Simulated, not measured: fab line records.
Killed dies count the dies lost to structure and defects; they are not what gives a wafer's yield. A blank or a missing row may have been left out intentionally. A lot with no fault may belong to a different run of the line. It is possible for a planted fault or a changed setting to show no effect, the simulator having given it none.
8D (eight disciplines) problem report, filled in by code ; flow gf180mcu ; the parts of the form that need people (team, actions taken, sign-off) are left out

== 1. WHAT IS WRONG ==
oes product au at GF_M4_METAL_ETCH_16 reads a mean of 0.866 a.u. on 3 wafers of 2 lots; wafers without a fault read 0.991 a.u. with a standard deviation of 0.0072. Relative to the usual mean, that is a shift of -17 standard deviations.
The step: etches the open film in Cl2/BCl3, stops on SiO2, target depth 750.8 nm, time 125.1 s.
The first sign was on wafer L175.1 at day 27 11:27, on rie metal-03. Wafers with a number at this step in the record: 42, from 14 lots. Rule for "out" (also "out of limits"): further than 4 standard deviations from the usual mean. All remaining wafers that have a number are taken as sound.

== 2. WHAT IT IS, WHAT IT ISN'T ==
question;is;is not
which readings at this step;oes product au, throttle valve pct;drypump motor current A
which lots;L175, L179;L165, L166, L167, L168, L170, L171, L177, L181, L183, L184, L186, L187
which wafers of those lots;L175.1, L175.6, L179.6;L175.5, L179.1, L179.5
read on which tools;rie metal-03;rie metal-01, rie metal-02
when;from day 27 11:27;"up to then (19 sound wafers); but 20 sound wafers of L177, L179, L181, L183, L184, L186, L187 came after"

== 3. THE SUSPECTS, EACH WITH WHAT RULES IT OUT ==
Counting: if a tool at a process step up to the reading ran every lot that is out, it stays a suspect. Sound lots after the first of them don't rule it out here, since some wafers of a struck lot are sound.
- cvd w-02 at GF_V3_CVD_23 (deposits W, target thk 350 nm, time 104.9 s): kept. Every lot that is out went through it, the first being L175 (day 26 13:49); the last sound lot it ran before that was L171 (day 24 23:43).
- rie metal-03 at GF_M4_METAL_ETCH_16 (etches the open film in Cl2/BCl3, stops on SiO2, target depth 750.8 nm, time 125.1 s): kept. Every lot that is out went through it, the first being L175 (day 27 11:27); the last sound lot it ran before that was L171 (day 25 21:51). On those wafers its own readings are out: oes product au, throttle valve pct.
- At GF_M4_METAL_ETCH_16 on rie metal-03, chamber 1 took the sound wafers of the same lots and chamber 0 took the wafers that are out.
What counting leaves: cvd w-02 at GF_V3_CVD_23 and rie metal-03 at GF_M4_METAL_ETCH_16.

== 4. THE CAUSE (what the simulator had put in) ==
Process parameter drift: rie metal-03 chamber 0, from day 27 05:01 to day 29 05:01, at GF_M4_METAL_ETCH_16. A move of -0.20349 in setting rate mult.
Of the 2 suspects that counting leaves, this tool is one.

== 5. SEQUENCE OF EFFECTS, ordered by route ==
One row per reading whose mean, taken over the struck wafers that have a number, lies over 3 standard deviations from the usual. Only readings for which the record gives a usual standard deviation are gone through. hours: the time from each lot's start at the first step in this table that gives one to its start at this step, as a median over the lots. sigmas: the change in usual standard deviations.
hours;step;reading;usual;on struck wafers;change;sigmas
0;GF_M4_METAL_ETCH_16;oes product au;0.991 a.u.;0.866;-0.125;-17
0;GF_M4_METAL_ETCH_16;throttle valve pct;28.229 %;28.355;+0.126;+11
0;GF_M4_STRIP_17;oes product au;0.538 a.u.;0.568;+0.030;+5.3
0;GF_M4_STRIP_17;strip time to endpoint s;7.38 s;8.02;+0.64;+7.9
The process steps in it:
- GF_M4_METAL_ETCH_16: etches the open film in Cl2/BCl3, stops on SiO2, target depth 750.8 nm, time 125.1 s.
- GF_M4_STRIP_17: strips in O2/N2.
At these later measuring or inspecting steps, every struck wafer for which the step has a row has a number for every such reading, and none has moved that far: GF_V4_BOW_MEAS_05.

== 6. WHAT WOULD HAVE CAUGHT IT SOONER ==
In this record no reading fell out of limits until day 27 11:27, 6 hours after the fault had begun at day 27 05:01.
